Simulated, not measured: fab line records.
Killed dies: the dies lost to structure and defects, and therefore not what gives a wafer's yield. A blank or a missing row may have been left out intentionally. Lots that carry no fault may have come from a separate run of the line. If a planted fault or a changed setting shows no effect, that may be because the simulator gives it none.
Matching of chambers | flow gf180mcu | cmp-01 running GF_V2_CMP_04: 4 sister chambers
The step polishes SiO2. 4 wafers are shown with their chamber, then 12 later ones without.

EACH WAFER AND ITS CHAMBER
wafer  | chamber | motor-current-A (A)
L089.4 | 0       | 11.1
L091.2 | 1       | 11.7
L091.4 | 2       | 12.5
L091.5 | 3       | 10.9

WAFERS MISSING THEIR CHAMBER
wafer  | motor-current-A (A)
L094.1 | 11.4
L094.2 | 11.1
L094.3 | 11.2
L094.4 | 13.0
L094.5 | 11.1
L094.6 | 11.4
L095.1 | 10.8
L095.4 | 11.1
L095.6 | 11.0
L097.1 | 11.7
L097.3 | 11.2
L097.4 | 12.9

THE CHAMBER EACH PASSED THROUGH
wafer  | from the rows above          | in truth
L094.1 | can't be placed: 1 or 0 or 3 | 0
L094.2 | can't be placed: 0 or 3      | 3
L094.3 | can't be placed: 0 or 3 or 1 | 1
L094.4 | 2                            | 2
L094.5 | can't be placed: 0 or 3      | 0
L094.6 | can't be placed: 1 or 0 or 3 | 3
L095.1 | can't be placed: 3 or 0      | 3
L095.4 | can't be placed: 0 or 3      | 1
L095.6 | can't be placed: 0 or 3      | 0
L097.1 | 1                            | 1
L097.3 | can't be placed: 0 or 3 or 1 | 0
L097.4 | 2                            | 2
Placed correctly: 3 of 12. Can't be placed from these rows: 9 (the true chamber is among the candidates in 8). 0 placed wrongly.
How it was worked out, from the rows above alone: a wafer's distance from a chamber is the root of the sum, over the readings, of the square of ((its reading less the chamber's mean) divided by the reading's scatter). The wafer belongs to the nearest chamber; if the next one is less than 2 further off, it can't be placed. A chamber's mean is the mean of its shown wafers. The scatter (one wafer shown for each chamber): square how far every hidden wafer sits from the nearest shown wafer, average those squares and take the square root.
